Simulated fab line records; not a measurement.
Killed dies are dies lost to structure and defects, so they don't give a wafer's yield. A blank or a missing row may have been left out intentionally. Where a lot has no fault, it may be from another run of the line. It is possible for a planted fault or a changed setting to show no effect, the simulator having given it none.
Matching of chambers | flow sky130 | SKY_PASSIVATION_ETCH_11 on rieDiel-03 has 4 sister chambers
The step etches the open film in CF4/O2, stops on AlCu, target depth 725 nm, time 161.1 s. 4 wafers are shown with their chamber, then 7 later ones without.

WAFERS, EACH WITH ITS CHAMBER
wafer  | chamber | drypumpMotorCurrentA (A)
L076.1 | 1       | 6.0
L078.5 | 2       | 6.0
L083.1 | 0       | 6.4
L083.2 | 3       | 6.0

WAFERS WITHOUT THEIR CHAMBER
wafer  | drypumpMotorCurrentA (A)
L083.6 | 6.0
L088.1 | 6.0
L088.3 | 5.9
L088.5 | 5.9
L093.1 | 6.0
L093.4 | 6.4
L093.5 | 6.0

EACH ONE'S CHAMBER
wafer  | from the rows above          | in truth
L083.6 | can't be placed: 1 or 2 or 3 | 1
L088.1 | can't be placed: 1 or 2 or 3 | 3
L088.3 | can't be placed: 1 or 2 or 3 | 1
L088.5 | can't be placed: 1 or 2 or 3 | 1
L093.1 | can't be placed: 1 or 2 or 3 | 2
L093.4 | 0                            | 0
L093.5 | can't be placed: 1 or 2 or 3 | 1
Correctly placed: 1 of 7. These rows do not allow placing 6 (true chamber among the candidates in 6). Wrongly placed: 0.
How it was worked out, from the rows above alone: a wafer's distance from a chamber is the root of the sum, over the readings, of the square of ((its reading less the chamber's mean) divided by the reading's scatter). If the next closest chamber is less than 2 further off than the closest, the wafer can't be placed; otherwise it belongs to the closest. The mean given for a chamber averages the wafers shown for that chamber. The scatter (one wafer shown for each chamber): square how far every hidden wafer sits from the nearest shown wafer, average those squares and take the square root.
